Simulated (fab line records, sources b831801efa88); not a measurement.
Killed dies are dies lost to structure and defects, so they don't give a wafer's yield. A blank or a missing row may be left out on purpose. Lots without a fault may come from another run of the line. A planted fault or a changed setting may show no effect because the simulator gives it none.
A struck lot beside a sound one | flow gf180mcu | 13 steps out of a route of 602
Sound: wafers L649.1, L649.2, L649.4. Struck: wafers L653.2, L653.3, L653.4. The cause comes at the end.
At each step with rows: each side's tool, then ch and its chambers, then its first start. Under that, the readings that differ: sound wafers | struck wafers | difference of the means | sigmas: that difference in standard deviations of wafers without a fault.
alike: readings whose means differ by less than 2 such deviations, and words and numbers that are the same on both sides. not compared: withheld readings, readings that some wafer has no value for, bounds like >300 that may hide the same value, and numbers for which the record gives no deviation and whose values overlap.
The two part at a step that has a row with sigmas, a row that says differs or no value, or rows on one side only. Numbers that don't overlap but have no deviation are shown without sigmas and don't part them. A reading that every wafer of one side lacks parts them only if that side has two wafers or more.

first, 1 step without rows for these wafers: GF_VT_IMPLANT_IMPLANT_41.
GF_VT_IMPLANT_STRIP_42: strips in O2/N2.
  sound on plasma_asher-02 ch 0,1, day 9 12:20; struck on plasma_asher-03 ch 0,1, day 10 15:38
  alike: drypump_motor_current_A, heater_power_w, oes_product_au, strip_time_to_endpoint_s
  not compared: rf_hours_counter_h
GF_VT_IMPLANT_TW_MEAS_43:
  sound on film_metro-03, day 9 12:26; struck on film_metro-02, day 10 15:45
  alike: VT_IMPLANT_4_TW
then, 1 step without rows for these wafers: GF_VT_IMPLANT_CLEAN_44 (cleans in SC1/SC2, time 150 s).
GF_VT_IMPLANT_RTA_45: time 30 s.
  sound on rtp_anneal-01 ch 0, day 9 12:32; struck on rtp_anneal-01 ch 0, day 10 15:52
  alike: lamp_power_pct, wafer_temp_C_max
GF_VT_IMPLANT_RS_MEAS_46: measures by four-point-probe.
  sound on film_metro-03, day 9 12:38; struck on film_metro-03, day 10 15:58
  alike: MVSD_RS
GF_VT_IMPLANT_RS_MEAS_47: measures by four-point-probe.
  sound on film_metro-03, day 9 12:46; struck on film_metro-03, day 10 16:05
  alike: NWELL_RS
GF_VT_IMPLANT_RS_MEAS_48: measures by four-point-probe.
  sound on film_metro-03, day 9 12:53; struck on film_metro-03, day 10 16:13
  alike: LVPWELL_RS
GF_VT_IMPLANT_RS_MEAS_49: measures by four-point-probe.
  sound on film_metro-03, day 9 13:00; struck on film_metro-03, day 10 16:20
  alike: MVPSD_RS
then, 3 steps without rows for these wafers: GF_VT_IMPLANT_WET_ETCH_50 (etches SiO2 in dHF, target depth 20 nm, time 400 s); GF_DUAL_GATE_CLEAN_00 (cleans in SC1/SC2, time 150 s); GF_DUAL_GATE_CLEAN_01 (cleans in dHF, time 20 s).
GF_DUAL_GATE_OXIDATION_02: stabilise 600 s, purge 300 s, target thk 10.887 nm.
  sound on furnace-01 ch 0, day 9 14:07; struck on furnace-02, day 10 16:37
  no value came back on the struck wafers for ox_temp_c (C), ox_temp_c_max; on the sound wafers ox_temp_c (C) reads 900.0 899.8 899.7

WHERE THEY PART
Only at GF_DUAL_GATE_OXIDATION_02, within this record.

WHY: what the simulator had put in
Skipped step whole: furnace-02, from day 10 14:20 on, at GF_DUAL_GATE_OXIDATION_02. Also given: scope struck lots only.
